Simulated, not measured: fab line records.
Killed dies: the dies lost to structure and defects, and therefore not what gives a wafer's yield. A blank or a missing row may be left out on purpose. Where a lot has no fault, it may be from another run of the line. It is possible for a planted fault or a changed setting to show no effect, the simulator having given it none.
fab line records | flow sky130
record: lots: 7 | wafers: 21 | last-day: 50
route steps=708 shown VT_ADJUST_LVTN@116 VT_ADJUST_NCORE@119 VT_ADJUST_HVTR@131 PAD_OPEN@708
lots untouched by any fault: they come from a run of this same line in which no faults occurred
start-h: start of the lot's first displayed wafer, in hours after the record's first day | wait-h: time in hours since the lot's previous step | " as in the row above | L1.1+2: a single row standing in for several wafers | - no value present, or no start provided | * or withheld: withheld | < > ~ a bound
route shown NAME@n: names a module that has steps shown in the file, with the first one's number in the route | usual: average and standard deviation across the fault-free wafers | same: alike in all rows | chamber/n: place in a boat | sites: readings site by site | _std_site: the standard deviation of these | _edge_site: the outer-site mean with the inner-site mean subtracted | radius-mm: how far each site lies from the wafer's centre | mask NAME#n: copy n | behind: the tool/chamber that last shaped the wafer | hold: why the lot was held/for how many hours/how that ended | device: the n, p or np transistor that did not switch | end of line: tests of these same wafers at the route's end | a step with no rows: only its recipe | killed: at the first sort, the dies lost to defects and structure; wafer yield is something else | map: the dies of a wafer, with x for killed, . for not killed, _ for no die there
set.NAME: the setting as run; set.NAME@STEP: as run at that earlier step | model.NAME: the simulator's own value behind a step, which no gauge read
lots at some steps of the route; a table a step, a row a wafer
services: when a tool's chamber went out of use (start-h, in hours from the record's first day, below 0 if earlier), for how many hours, and the reason
== steps ==
step: SKY_VT_ADJUST_LVTN_IMPLANT_19
recipe: species: B | energy-kev: 30 | dose-cm2: 6.5e+11 | tilt-deg: withheld
step: SKY_VT_ADJUST_LVTN_STRIP_20
recipe: chemistry: O2/N2 | power-w: 1400 | pressure-mtorr: 1500 | platen-temp-c: withheld | o2-flow-sccm: 3000 | n2-flow-sccm: 300 | overash-fraction: 0.5
usual: drypump-motor-current-A: 5.9/0.37 | oes-product-au: 0.715/0.0045 | strip-time-to-endpoint-s: 14.18/0.033
lot.wafer | tool            | chamber | start-h | wait-h | drypump-motor-current-A | oes-product-au | rf-hours-counter-h | strip-time-to-endpoint-s
L405.1    | plasma-asher-02 | 0       | 197.67  | 0.1    | 5.7                     | 0.719          | 50                 | 14.17
L405.3    | "               | 1       | "       | "      | 5.6                     | 0.708          | -                  | 14.22
L405.4    | "               | 0       | "       | "      | 5.7                     | 0.719          | -                  | 14.15
L408.1    | plasma-asher-01 | 1       | 229.02  | 0.1    | 6.2                     | 0.713          | 13                 | 14.14
L408.2    | "               | 0       | "       | "      | 5.5                     | 0.714          | 13                 | 14.17
L408.4    | "               | 0       | "       | "      | 5.5                     | 0.719          | -                  | 14.18
L416.1    | plasma-asher-02 | 1       | 266.36  | 0.1    | 5.6                     | 0.712          | 55                 | 14.17
L416.2    | "               | 0       | "       | "      | 5.6                     | 0.710          | 55                 | 14.21
L416.5    | "               | 0       | "       | "      | 5.6                     | 0.727          | -                  | 14.20
L418.1    | plasma-asher-03 | 0       | 282.99  | 0.1    | 6.5                     | 0.720          | 47                 | 14.13
L418.4    | "               | 1       | "       | "      | 6.0                     | 0.720          | -                  | 14.17
L418.5    | "               | 0       | "       | "      | 6.5                     | 0.712          | -                  | 14.18
L421.2    | plasma-asher-03 | 1       | 299.86  | 0.1    | 6.0                     | 0.716          | 49                 | 14.16
L421.4    | "               | 0       | "       | "      | 6.5                     | 0.717          | -                  | 14.20
L421.6    | "               | 0       | "       | "      | 6.5                     | 0.714          | -                  | 14.19
L422.1    | plasma-asher-02 | 0       | 306.02  | 0.1    | 5.5                     | 0.723          | 59                 | 14.15
L422.4    | "               | 1       | "       | "      | 5.6                     | 0.713          | -                  | 14.17
L422.6    | "               | 1       | "       | "      | 5.6                     | 0.709          | -                  | 14.16
L424.2    | plasma-asher-02 | 0       | 320.77  | 0.1    | 5.6                     | 0.717          | 60                 | 14.16
L424.3    | "               | 0       | "       | "      | 5.6                     | 0.717          | -                  | 14.20
L424.6    | "               | 0       | "       | "      | 5.6                     | 0.715          | -                  | 14.15
step: SKY_VT_ADJUST_LVTN_TW_MEAS_21
usual: VT_ADJUST_LVTN_2_TW: 188.8/1.9
lot.wafer | tool          | chamber | start-h | wait-h | VT_ADJUST_LVTN_2_TW
L405.1    | film-metro-02 | -       | 197.77  | 0.1    | 190.7
L405.3    | "             | -       | "       | "      | 191.3
L405.4    | "             | -       | "       | "      | 191.1
L408.1    | film-metro-04 | -       | 229.12  | 0.1    | 188.7
L408.2    | "             | -       | "       | "      | 188.0
L408.4    | "             | -       | "       | "      | 188.8
L416.1    | film-metro-03 | -       | 266.46  | 0.1    | 189.2
L416.2    | "             | -       | "       | "      | 188.4
L416.5    | "             | -       | "       | "      | 188.6
L418.1    | film-metro-03 | -       | 283.09  | 0.1    | 187.7
L418.4    | "             | -       | "       | "      | 188.7
L418.5    | "             | -       | "       | "      | 188.2
L421.2    | film-metro-02 | -       | 299.97  | 0.1    | 192.5
L421.4    | "             | -       | "       | "      | 190.9
L421.6    | "             | -       | "       | "      | 191.7
L422.1    | film-metro-02 | -       | 306.12  | 0.1    | 192.1
L422.4    | "             | -       | "       | "      | 191.4
L422.6    | "             | -       | "       | "      | 192.8
L424.2    | film-metro-03 | -       | 320.88  | 0.1    | 187.6
L424.3    | "             | -       | "       | "      | 187.3
L424.6    | "             | -       | "       | "      | 187.3
step: SKY_VT_ADJUST_NCORE_DEHYDRATE_00
recipe: temp-c: 200 | time-s: 60
step: SKY_VT_ADJUST_NCORE_HMDS_01
recipe: prime-time-s: 60 | prime-temp-c: 120
step: SKY_VT_ADJUST_NCORE_COAT_02
recipe: resist: NOVOLAK | spin-rpm: 3000 | resist-thk-nm: 1140
step: SKY_VT_ADJUST_NCORE_SOFTBAKE_03
recipe: temp-c: 90 | time-s: 60 | resist: NOVOLAK
step: SKY_VT_ADJUST_NCORE_EXPOSE_04
recipe: mask-id: LVTN_COMPLEMENT_THIN | na: 0.6 | source-shape: conventional | sigma-outer: 0.6 | polarization: unpolarized | target-cd-nm: 380 | dose-mj: 139
step: SKY_VT_ADJUST_NCORE_PEB_05
recipe: temp-c: withheld | time-s: * | resist: NOVOLAK
step: SKY_VT_ADJUST_NCORE_DEVELOP_06
recipe: resist: NOVOLAK | developer: TMAH | develop-time-s: 58.31 | dev-temp-c: 23
step: SKY_VT_ADJUST_NCORE_CD_MEAS_07
recipe: target-cd-nm: 380
usual: cd-nm: 379/3.4
lot.wafer | tool      | chamber | start-h | wait-h | cd-nm
L405.1    | cd-sem-02 | -       | 219.23  | 0.1    | 383
L405.3    | "         | -       | "       | "      | 382
L405.4    | "         | -       | "       | "      | 384
L408.1    | cd-sem-01 | -       | 252.41  | 0.1    | 382
L408.2    | "         | -       | "       | "      | 383
L408.4    | "         | -       | "       | "      | 385
L416.1    | cd-sem-01 | -       | 290.63  | 0.1    | 379
L416.2    | "         | -       | "       | "      | 379
L416.5    | "         | -       | "       | "      | 379
L418.1    | cd-sem-02 | -       | 307.56  | 0.1    | 375
L418.4    | "         | -       | "       | "      | 377
L418.5    | "         | -       | "       | "      | 374
L421.2    | cd-sem-01 | -       | 325.65  | 0.1    | 381
L421.4    | "         | -       | "       | "      | 379
L421.6    | "         | -       | "       | "      | 379
L422.1    | cd-sem-01 | -       | 331.41  | 0.1    | 376
L422.4    | "         | -       | "       | "      | 377
L422.6    | "         | -       | "       | "      | 376
L424.2    | cd-sem-02 | -       | 346.25  | 0.1    | 381
L424.3    | "         | -       | "       | "      | 382
L424.6    | "         | -       | "       | "      | 379
step: SKY_VT_ADJUST_NCORE_OVL_MEAS_08
usual: VT_ADJUST_NCORE_OVL: 0.2/1.2
lot.wafer | tool       | chamber | start-h | wait-h | VT_ADJUST_NCORE_OVL[nm]
L405.1    | overlay-02 | -       | 219.35  | 0.1    | 0.2
L405.3    | "          | -       | "       | "      | 3.2
L405.4    | "          | -       | "       | "      | 0.1
L408.1    | overlay-01 | -       | 252.53  | 0.1    | -0.3
L408.2    | "          | -       | "       | "      | -1.0
L408.4    | "          | -       | "       | "      | -0.6
L416.1    | overlay-02 | -       | 290.75  | 0.1    | -0.6
L416.2    | "          | -       | "       | "      | -1.3
L416.5    | "          | -       | "       | "      | 0.1
L418.1    | overlay-02 | -       | 307.71  | 0.1    | -0.4
L418.4    | "          | -       | "       | "      | 0.6
L418.5    | "          | -       | "       | "      | 0.7
L421.2    | overlay-02 | -       | 325.76  | 0.1    | -1.1
L421.4    | "          | -       | "       | "      | 0.3
L421.6    | "          | -       | "       | "      | -0.6
L422.1    | overlay-01 | -       | 331.53  | 0.1    | -1.6
L422.4    | "          | -       | "       | "      | -0.6
L422.6    | "          | -       | "       | "      | -0.6
L424.2    | overlay-01 | -       | 346.36  | 0.1    | 0.4
L424.3    | "          | -       | "       | "      | -0.9
L424.6    | "          | -       | "       | "      | 0.2
step: SKY_VT_ADJUST_NCORE_IMPLANT_09
recipe: species: B | energy-kev: 10 | dose-cm2: 2.4e+12 | tilt-deg: withheld
usual: beam-energy-keV: 10.000/0.0033
lot.wafer | tool         | chamber | start-h | wait-h | beam-energy-keV | model.implant.rp-nm | model.implant.drp-nm
L405.1    | implanter-04 | 0       | 219.41  | 0.1    | 10.005          | 34.22               | 17.11
L405.3    | "            | 0       | "       | "      | 10.002          | 34.22               | 17.11
L405.4    | "            | 0       | "       | "      | 10.005          | 34.22               | 17.11
L408.1    | implanter-02 | 0       | 252.56  | 0.0    | 10.000          | 32.21               | 17.11
L408.2    | "            | 0       | "       | "      | 9.998           | 32.21               | 17.11
L408.4    | "            | 0       | "       | "      | 9.999           | 32.21               | 17.11
L416.1    | implanter-04 | 0       | 290.78  | 0.0    | 12.146          | 41.47               | 19.67
L416.2    | "            | 0       | "       | "      | 12.149          | 41.47               | 19.67
L416.5    | "            | 0       | "       | "      | 12.148          | 41.47               | 19.67
L418.1    | implanter-04 | 0       | 307.75  | 0.0    | 12.155          | 40.08               | 19.67
L418.4    | "            | 0       | "       | "      | 12.151          | 40.08               | 19.67
L418.5    | "            | 0       | "       | "      | 12.151          | 40.08               | 19.67
L421.2    | implanter-04 | 0       | 325.81  | 0.0    | 12.146          | 41.66               | 19.67
L421.4    | "            | 0       | "       | "      | 12.147          | 41.66               | 19.67
L421.6    | "            | 0       | "       | "      | 12.145          | 41.66               | 19.67
L422.1    | implanter-01 | 0       | 331.56  | 0.0    | 9.997           | 33.31               | 17.11
L422.4    | "            | 0       | "       | "      | 9.996           | 33.31               | 17.11
L422.6    | "            | 0       | "       | "      | 9.998           | 33.31               | 17.11
L424.2    | implanter-02 | 0       | 346.41  | 0.0    | 10.001          | 33.35               | 17.11
L424.3    | "            | 0       | "       | "      | 10.003          | 33.35               | 17.11
L424.6    | "            | 0       | "       | "      | 10.004          | 33.35               | 17.11
step: SKY_VT_ADJUST_NCORE_STRIP_10
recipe: chemistry: O2/N2 | power-w: 1400 | pressure-mtorr: 1500 | platen-temp-c: withheld | o2-flow-sccm: 3000 | n2-flow-sccm: 300 | overash-fraction: 0.5
usual: drypump-motor-current-A: 5.8/0.39 | oes-product-au: 0.716/0.0045 | strip-time-to-endpoint-s: 14.17/0.035
lot.wafer | tool            | chamber | start-h | wait-h | drypump-motor-current-A | oes-product-au | rf-hours-counter-h | strip-time-to-endpoint-s
L405.1    | plasma-asher-04 | 1       | 219.56  | 0.1    | 5.4                     | 0.712          | 53                 | 14.18
L405.3    | "               | 1       | "       | "      | 5.3                     | 0.719          | -                  | 14.12
L405.4    | "               | 0       | "       | "      | 6.0                     | 0.708          | -                  | 14.14
L408.1    | plasma-asher-03 | 0       | 252.71  | 0.1    | 6.5                     | 0.715          | 44                 | 14.14
L408.2    | "               | 1       | "       | "      | 6.1                     | 0.715          | 44                 | 14.17
L408.4    | "               | 1       | "       | "      | 6.1                     | 0.713          | -                  | 14.20
L416.1    | plasma-asher-03 | 1       | 290.93  | 0.1    | 6.1                     | 0.722          | 48                 | 14.22
L416.2    | "               | 0       | "       | "      | 6.5                     | 0.715          | 48                 | 14.18
L416.5    | "               | 0       | "       | "      | 6.5                     | 0.720          | -                  | 14.21
L418.1    | plasma-asher-04 | 1       | 307.90  | 0.1    | 5.3                     | 0.717          | 62                 | 14.17
L418.4    | "               | 1       | "       | "      | 5.3                     | 0.720          | -                  | 14.18
L418.5    | "               | 1       | "       | "      | 5.3                     | 0.716          | -                  | 14.23
L421.2    | plasma-asher-03 | 0       | 325.94  | 0.1    | 6.4                     | 0.717          | 52                 | 14.17
L421.4    | "               | 0       | "       | "      | 6.5                     | 0.725          | -                  | 14.21
L421.6    | "               | 1       | "       | "      | 6.1                     | 0.715          | -                  | 14.20
L422.1    | plasma-asher-02 | 1       | 331.71  | 0.1    | 5.6                     | 0.708          | 62                 | 14.18
L422.4    | "               | 0       | "       | "      | 5.6                     | 0.713          | -                  | 14.16
L422.6    | "               | 0       | "       | "      | 5.6                     | 0.709          | -                  | 14.18
L424.2    | plasma-asher-04 | 1       | 346.54  | 0.1    | 5.4                     | 0.707          | 67                 | 14.21
L424.3    | "               | 0       | "       | "      | 6.1                     | 0.714          | -                  | 14.20
L424.6    | "               | 0       | "       | "      | 6.1                     | 0.712          | -                  | 14.18
step: SKY_VT_ADJUST_NCORE_TW_MEAS_11
usual: VT_ADJUST_NCORE_TW: 219.9/2.2
lot.wafer | tool          | chamber | start-h | wait-h | VT_ADJUST_NCORE_TW
L405.1    | film-metro-03 | -       | 219.66  | 0.1    | 217.5
L405.3    | "             | -       | "       | "      | 218.3
L405.4    | "             | -       | "       | "      | 217.2
L408.1    | film-metro-03 | -       | 252.81  | 0.1    | 215.0
L408.2    | "             | -       | "       | "      | 217.2
L408.4    | "             | -       | "       | "      | 216.6
L416.1    | film-metro-03 | -       | 291.03  | 0.1    | 227.2
L416.2    | "             | -       | "       | "      | 228.1
L416.5    | "             | -       | "       | "      | 226.5
L418.1    | film-metro-03 | -       | 308.00  | 0.1    | 226.8
L418.4    | "             | -       | "       | "      | 227.8
L418.5    | "             | -       | "       | "      | 227.1
L421.2    | film-metro-01 | -       | 326.05  | 0.1    | 228.7
L421.4    | "             | -       | "       | "      | 228.9
L421.6    | "             | -       | "       | "      | 228.8
L422.1    | film-metro-03 | -       | 331.81  | 0.1    | 219.5
L422.4    | "             | -       | "       | "      | 219.5
L422.6    | "             | -       | "       | "      | 219.1
L424.2    | film-metro-02 | -       | 346.65  | 0.1    | 223.3
L424.3    | "             | -       | "       | "      | 222.8
L424.6    | "             | -       | "       | "      | 222.4
step: SKY_VT_ADJUST_HVTR_DEHYDRATE_00
recipe: temp-c: 200 | time-s: 60
step: SKY_PAD_OPEN_PROBE_99
usual: killed_at_M0_to_M3: 44/6.8 | killed_at_M4_up: 3.1/1.8 | killed-at-contacts: 25/5.2 | killed-at-front-end: 15/4.1 | killed-at-other: 0.3/0.62 | killed-dies: 88/9.4 | killed-open: 48/7.1 | killed-short: 40/6.1
same: gross-dies: 492 | killed-at-back-side: 0
lot.wafer | tool      | chamber | start-h | wait-h | killed_at_M0_to_M3 | killed_at_M4_up | killed-at-contacts | killed-at-front-end | killed-at-other | killed-dies | killed-open | killed-short | model.etest.nfet_16v.r-on-ohm-um | model.etest.res-pwell-under-gate.rs-ohm-sq | model.etest.pfet-g5v0d10v5.off-log10-a-um | model.etest.pfet-g5v0d10v5.vt-sat-v | model.etest.pfet_16v.vt-v | model.etest.pfet-g5v0d10v5.vt-long-v | model.etest.nfet-g5v0d10v5.body-rise-v | model.etest.nfet_16v.body-rise-v
L405.1    | prober-02 | -       | 1106.18 | 0.1    | 39                 | 5               | 22                 | 14                  | 0               | 80          | 42          | 38           | 1.436e+04                        | 2307                                       | -12.04                                    | -0.6115                             | -1.096                    | -0.926                               | 0.6812                                 | 0.6786
L405.3    | prober-02 | -       | 1106.28 | 0.2    | 50                 | 4               | 28                 | 14                  | 0               | 96          | 60          | 36           | 1.425e+04                        | 2302                                       | -12.55                                    | -0.6122                             | -1.088                    | -0.9183                              | 0.6832                                 | 0.6764
L405.4    | prober-02 | -       | 1106.33 | 0.2    | 46                 | 5               | 23                 | 9                   | 1               | 84          | 43          | 41           | 1.44e+04                         | 2308                                       | -12.24                                    | -0.6103                             | -1.089                    | -0.9138                              | 0.689                                  | 0.6861
L408.1    | prober-02 | -       | 1134.24 | 0.1    | 46                 | 3               | 33                 | 15                  | 0               | 97          | 56          | 41           | 1.384e+04                        | 2313                                       | -12.69                                    | -0.6409                             | -1.111                    | -0.938                               | 0.6699                                 | 0.6669
L408.2    | prober-02 | -       | 1134.29 | 0.1    | 43                 | 1               | 33                 | 11                  | 0               | 88          | 51          | 37           | 1.383e+04                        | 2312                                       | -12.92                                    | -0.6749                             | -1.108                    | -0.9358                              | 0.6664                                 | 0.6636
L408.4    | prober-02 | -       | 1134.39 | 0.2    | 59                 | 1               | 37                 | 19                  | 0               | 116         | 66          | 50           | 1.373e+04                        | 2311                                       | -12.76                                    | -0.6618                             | -1.109                    | -0.9348                              | 0.6629                                 | 0.6563
L416.1    | prober-01 | -       | 1164.10 | 0.1    | 46                 | 4               | 24                 | 18                  | 0               | 92          | 54          | 36           | 1.43e+04                         | 2294                                       | -12.3                                     | -0.628                              | -1.092                    | -0.9339                              | 0.7089                                 | 0.7025
L416.2    | prober-01 | -       | 1164.15 | 0.1    | 50                 | 4               | 25                 | 24                  | 1               | 104         | 57          | 46           | 1.437e+04                        | 2270                                       | -12.4                                     | -0.6418                             | -1.099                    | -0.9334                              | 0.7137                                 | 0.7096
L416.5    | prober-01 | -       | 1164.30 | 0.2    | 43                 | 4               | 21                 | 18                  | 0               | 86          | 48          | 38           | 1.459e+04                        | 2292                                       | -12.41                                    | -0.6321                             | -1.108                    | -0.9375                              | 0.7125                                 | 0.7074
L418.1    | prober-01 | -       | 1175.90 | 0.1    | 49                 | 1               | 24                 | 14                  | 1               | 89          | 48          | 41           | 1.445e+04                        | 2302                                       | -12.23                                    | -0.6011                             | -1.07                     | -0.9014                              | 0.6907                                 | 0.6866
L418.4    | prober-01 | -       | 1176.05 | 0.2    | 45                 | 4               | 20                 | 11                  | 2               | 82          | 39          | 43           | 1.43e+04                         | 2315                                       | -11.94                                    | -0.5699                             | -1.049                    | -0.8924                              | 0.6932                                 | 0.6897
L418.5    | prober-01 | -       | 1176.10 | 0.2    | 53                 | 6               | 22                 | 18                  | 0               | 99          | 53          | 46           | 1.438e+04                        | 2317                                       | -12.06                                    | -0.6013                             | -1.065                    | -0.9026                              | 0.6961                                 | 0.6903
L421.2    | prober-01 | -       | 1185.43 | 0.1    | 57                 | 2               | 21                 | 19                  | 0               | 99          | 45          | 54           | 1.508e+04                        | 2263                                       | -11.6                                     | -0.5512                             | -1.049                    | -0.8955                              | 0.7209                                 | 0.7154
L421.4    | prober-01 | -       | 1185.53 | 0.2    | 29                 | 3               | 28                 | 11                  | 2               | 73          | 48          | 25           | 1.491e+04                        | 2247                                       | -11.53                                    | -0.5556                             | -1.034                    | -0.8831                              | 0.7089                                 | 0.705
L421.6    | prober-01 | -       | 1185.63 | 0.2    | 42                 | 3               | 32                 | 10                  | 0               | 87          | 52          | 35           | 1.495e+04                        | 2262                                       | -11.65                                    | -0.5606                             | -1.038                    | -0.8881                              | 0.7171                                 | 0.712
L422.1    | prober-01 | -       | 1192.00 | 0.1    | 47                 | 2               | 18                 | 15                  | 1               | 83          | 49          | 33           | 1.421e+04                        | 2314                                       | -12.35                                    | -0.6175                             | -1.095                    | -0.9276                              | 0.6853                                 | 0.6808
L422.4    | prober-01 | -       | 1192.15 | 0.2    | 43                 | 3               | 30                 | 19                  | 1               | 96          | 56          | 40           | 1.433e+04                        | 2312                                       | -12.56                                    | -0.6192                             | -1.094                    | -0.9275                              | 0.6852                                 | 0.6801
L422.6    | prober-01 | -       | 1192.25 | 0.2    | 45                 | 3               | 26                 | 15                  | 1               | 90          | 57          | 32           | 1.45e+04                         | 2332                                       | -12.29                                    | -0.6076                             | -1.099                    | -0.9329                              | 0.6952                                 | 0.6905
L424.2    | prober-02 | -       | 1197.95 | 0.1    | 37                 | 6               | 26                 | 22                  | 0               | 91          | 41          | 49           | 1.426e+04                        | 2312                                       | -12.62                                    | -0.6388                             | -1.103                    | -0.937                               | 0.6926                                 | 0.6876
L424.3    | prober-02 | -       | 1198.00 | 0.2    | 45                 | 8               | 29                 | 21                  | 0               | 103         | 53          | 49           | 1.432e+04                        | 2290                                       | -12.77                                    | -0.6395                             | -1.105                    | -0.9369                              | 0.6911                                 | 0.6865
L424.6    | prober-02 | -       | 1198.15 | 0.2    | 47                 | 7               | 26                 | 20                  | 0               | 100         | 61          | 39           | 1.443e+04                        | 2318                                       | -12.88                                    | -0.6694                             | -1.11                     | -0.9384                              | 0.6951                                 | 0.6888
killed by level:class
L405.1 VIA1:geometric-particle:open=7 VIA3:geometric-particle:open=7 LI_CONTACT:geometric-particle:open=6 CONTACT:geometric-particle:short=6 LOCAL_INTERCONNECT:geometric-particle:short=6 VIA1:geometric-particle:short=6 METAL1:geometric-particle:short=5 METAL2:geometric-particle:short=5
L405.3 CONTACT:geometric-particle:open=12 VIA3:geometric-particle:open=11 VIA1:geometric-particle:open=10 VIA2:geometric-particle:open=10 VIA1:geometric-particle:short=8 FIELD_ISO:geometric-particle:short=5 LOCAL_INTERCONNECT:geometric-particle:short=5 FIELD_ISO:geometric-particle:open=4
L405.4 VIA1:geometric-particle:open=10 CONTACT:geometric-particle:open=8 METAL2:geometric-particle:short=7 LI_CONTACT:geometric-particle:open=6 METAL1:geometric-particle:short=6 METAL4:geometric-particle:short=5 VIA1:geometric-particle:short=5 VIA3:geometric-particle:open=5
L408.1 CONTACT:geometric-particle:open=13 VIA1:geometric-particle:open=11 VIA2:geometric-particle:open=10 LI_CONTACT:geometric-particle:open=8 METAL2:geometric-particle:short=6 POLY_GATE:geometric-particle:open=5 VIA3:geometric-particle:open=5 FIELD_ISO:geometric-particle:short=4
L408.2 CONTACT:geometric-particle:open=14 VIA2:geometric-particle:open=9 LOCAL_INTERCONNECT:geometric-particle:short=7 VIA1:geometric-particle:open=7 VIA3:geometric-particle:open=6 CONTACT:geometric-particle:short=6 METAL1:geometric-particle:short=5 LI_CONTACT:geometric-particle:open=5
L408.4 CONTACT:geometric-particle:open=18 VIA1:geometric-particle:open=12 LI_CONTACT:geometric-particle:open=9 VIA3:geometric-particle:open=9 POLY_GATE:geometric-particle:short=7 VIA3:geometric-particle:short=7 VIA2:geometric-particle:open=6 METAL1:geometric-particle:short=6
L416.1 VIA2:geometric-particle:open=10 CONTACT:geometric-particle:open=9 VIA1:geometric-particle:open=9 LI_CONTACT:geometric-particle:open=8 METAL1:geometric-particle:short=8 POLY_GATE:geometric-particle:open=5 FIELD_ISO:geometric-particle:short=4 POLY_GATE:geometric-particle:short=4
L416.2 VIA1:geometric-particle:open=11 CONTACT:geometric-particle:open=9 VIA2:geometric-particle:open=9 FIELD_ISO:geometric-particle:open=8 VIA3:geometric-particle:open=7 METAL1:geometric-particle:short=6 FIELD_ISO:geometric-particle:short=5 LI_CONTACT:geometric-particle:open=5
L416.5 VIA1:geometric-particle:open=13 VIA2:geometric-particle:open=9 VIA3:geometric-particle:open=8 FIELD_ISO:geometric-particle:short=7 LI_CONTACT:geometric-particle:open=4 LI_CONTACT:geometric-particle:short=4 VIA1:geometric-particle:short=4 LOCAL_INTERCONNECT:geometric-particle:short=4
L418.1 VIA1:geometric-particle:open=13 LI_CONTACT:geometric-particle:open=7 CONTACT:geometric-particle:open=6 VIA2:geometric-particle:open=6 LOCAL_INTERCONNECT:geometric-particle:short=5 METAL1:geometric-particle:short=5 VIA1:geometric-particle:short=5 VIA3:geometric-particle:open=5
L418.4 METAL1:geometric-particle:short=10 VIA2:geometric-particle:open=7 LI_CONTACT:geometric-particle:open=6 VIA1:geometric-particle:open=6 VIA3:geometric-particle:open=6 VIA1:geometric-particle:short=5 POLY_GATE:geometric-particle:short=4 CONTACT:geometric-particle:open=4
L418.5 VIA1:geometric-particle:open=10 CONTACT:geometric-particle:open=9 METAL1:geometric-particle:short=9 VIA2:geometric-particle:open=8 VIA3:geometric-particle:open=6 VIA1:geometric-particle:short=5 METAL2:geometric-particle:short=5 FIELD_ISO:geometric-particle:open=4
L421.2 VIA2:geometric-particle:open=10 FIELD_ISO:geometric-particle:short=9 CONTACT:geometric-particle:open=8 METAL2:geometric-particle:short=8 VIA1:geometric-particle:open=7 FIELD_ISO:geometric-particle:open=6 VIA1:geometric-particle:short=6 VIA3:geometric-particle:open=6
L421.4 CONTACT:geometric-particle:open=11 LI_CONTACT:geometric-particle:open=10 VIA1:geometric-particle:open=10 VIA3:geometric-particle:open=5 FIELD_ISO:geometric-particle:open=3 LOCAL_INTERCONNECT:geometric-particle:short=3 VIA2:geometric-particle:open=3 FIELD_ISO:geometric-particle:short=2
L421.6 CONTACT:geometric-particle:open=13 LI_CONTACT:geometric-particle:open=8 VIA1:geometric-particle:open=8 VIA3:geometric-particle:open=7 VIA2:geometric-particle:short=6 CONTACT:geometric-particle:short=5 METAL3:geometric-particle:short=5 VIA2:geometric-particle:open=4
L422.1 CONTACT:geometric-particle:open=12 VIA1:geometric-particle:open=12 VIA3:geometric-particle:open=8 VIA1:geometric-particle:short=6 VIA2:geometric-particle:open=6 FIELD_ISO:geometric-particle:open=5 CONTACT:geometric-particle:short=4 METAL2:geometric-particle:short=4
L422.4 CONTACT:geometric-particle:open=12 LI_CONTACT:geometric-particle:open=10 METAL1:geometric-particle:short=8 POLY_GATE:geometric-particle:open=7 VIA3:geometric-particle:open=7 VIA2:geometric-particle:open=7 FIELD_ISO:geometric-particle:short=6 VIA1:geometric-particle:open=5
L422.6 CONTACT:geometric-particle:open=13 VIA3:geometric-particle:open=9 VIA1:geometric-particle:open=8 VIA2:geometric-particle:open=8 LI_CONTACT:geometric-particle:open=6 METAL2:geometric-particle:short=5 FIELD_ISO:geometric-particle:open=4 POLY_GATE:geometric-particle:open=4
L424.2 VIA1:geometric-particle:open=12 CONTACT:geometric-particle:open=8 SPACER:geometric-particle:short=6 LI_CONTACT:geometric-particle:open=6 FIELD_ISO:geometric-particle:short=5 LI_CONTACT:geometric-particle:short=5 METAL2:geometric-particle:short=5 METAL4:geometric-particle:short=5
L424.3 VIA1:geometric-particle:open=16 CONTACT:geometric-particle:open=8 POLY_GATE:geometric-particle:short=6 LOCAL_INTERCONNECT:geometric-particle:short=6 LI_CONTACT:geometric-particle:open=5 METAL4:geometric-particle:short=5 FIELD_ISO:geometric-particle:open=4 LI_CONTACT:geometric-particle:short=4
L424.6 VIA1:geometric-particle:open=15 CONTACT:geometric-particle:open=9 LI_CONTACT:geometric-particle:open=8 VIA2:geometric-particle:open=8 METAL2:geometric-particle:short=6 POLY_GATE:geometric-particle:open=5 METAL4:geometric-particle:short=5 POLY_GATE:geometric-particle:short=4
== services ==
tool            | chamber | start-h | hours | kind
implanter-04    | -       | 175.38  | 2.6   | repair
implanter-01    | -       | 175.81  | 1.8   | pm
implanter-02    | -       | 181.94  | 1.7   | repair
implanter-01    | -       | 189.23  | 100.9 | repair
plasma-asher-03 | -       | 199.98  | 0.7   | repair
plasma-asher-02 | -       | 205.67  | 11.1  | repair
plasma-asher-03 | -       | 212.78  | 2.8   | pm
implanter-02    | -       | 218.77  | 2.2   | repair
plasma-asher-02 | -       | 239.21  | 16.2  | repair
plasma-asher-03 | -       | 247.36  | 3.9   | repair
implanter-01    | -       | 277.68  | 6.2   | repair
implanter-01    | -       | 290.10  | 3.8   | pm
implanter-02    | -       | 290.79  | 3.7   | pm
plasma-asher-01 | -       | 294.22  | 22.6  | pm
plasma-asher-01 | -       | 328.56  | 1.8   | repair
plasma-asher-01 | -       | 338.41  | 5.7   | repair
implanter-01    | -       | 345.35  | 3.9   | repair
== key ==
first-sign: step: SKY_VT_ADJUST_NCORE_IMPLANT_09 | reading: beam-energy-keV | direction: up | sigmas: 99+ | usual: * | struck: *
effect: step: SKY_VT_ADJUST_NCORE_TW_MEAS_11 | reading: VT_ADJUST_NCORE_TW | direction: up | sigmas: 3.6 | usual: 219.9 | struck: 227.8
model-effect: step: SKY_VT_ADJUST_NCORE_IMPLANT_09 | value: implant.rp-nm | without: 33.89 | struck: 41.07
model-effect: step: SKY_PAD_OPEN_PROBE_99 | value: etest.nfet_16v.r-on-ohm-um | without: 1.42e+04 | struck: 1.459e+04
met-at SKY_VT_ADJUST_NCORE_IMPLANT_09
struck-wafers L416.1,L416.2,L416.5,L418.1,L418.4,L418.5,L421.2,L421.4,L421.6
tester-left-out L416,L418,L421
onset-between 219.41 290.78
fault: kind: process-parameter-drift | tool: implanter-04 | chamber: - | onset-h: 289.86 | steps: SKY_VT_ADJUST_NCORE_IMPLANT_09 | channel: energy-kev | offset: * | shape: step | end-h: 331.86 | acts-in: * | stated: *
tester-left-out: of these lots the tester's yield and bins aren't shown, on N5 and GAA mostly nor the transistor test; their killed dies are dies lost to structure and defects alone, not to doping, threshold or leakage, so they don't give the yield
